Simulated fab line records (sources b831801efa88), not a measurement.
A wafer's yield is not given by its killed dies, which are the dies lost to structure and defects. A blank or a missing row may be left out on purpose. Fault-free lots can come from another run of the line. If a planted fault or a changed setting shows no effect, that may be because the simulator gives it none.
Matching of chambers | flow sky130 | SKY_FIELD_ISO_ETCH_17 on rieSi-02: 4 sister chambers
The step etches Si in HBr/Cl2/O2, target depth 342 nm, time 97.7 s. 4 wafers are shown with their chamber, then 8 later ones without.

== WAFERS PAIRED WITH THEIR CHAMBERS ==
wafer  | chamber | drypumpMotorCurrentA (A)
L377.2 | 2       | 6.06
L377.3 | 3       | 6.09
L382.4 | 1       | 5.78
L383.3 | 0       | 5.67

== WAFERS WHOSE CHAMBER IS MISSING ==
wafer  | drypumpMotorCurrentA (A)
L383.4 | 6.09
L383.6 | 5.69
L387.3 | 6.12
L387.4 | 5.68
L387.5 | 5.68
L388.2 | 5.68
L388.3 | 6.07
L388.5 | 5.73

== WHICH CHAMBER EACH WENT THROUGH ==
wafer  | from the rows above     | in truth
L383.4 | can't be placed: 3 or 2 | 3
L383.6 | 0                       | 0
L387.3 | can't be placed: 3 or 2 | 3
L387.4 | 0                       | 0
L387.5 | 0                       | 0
L388.2 | 0                       | 0
L388.3 | can't be placed: 2 or 3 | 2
L388.5 | can't be placed: 1 or 0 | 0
Placed correctly: 4 of 8. Unplaceable from these rows: 4, with the true chamber sitting among the candidates in 4. Wrongly placed: 0.
How it was worked out, from the rows above alone: a wafer's distance from a chamber is the root of the sum, over the readings, of the square of ((its reading less the chamber's mean) divided by the reading's scatter). If the next closest chamber is less than 2 further off than the closest, the wafer can't be placed; otherwise it belongs to the closest. Each chamber's mean is taken over the wafers shown for it. The scatter: root of mean squared gap, hidden wafer to nearest shown wafer, with one shown wafer a chamber.
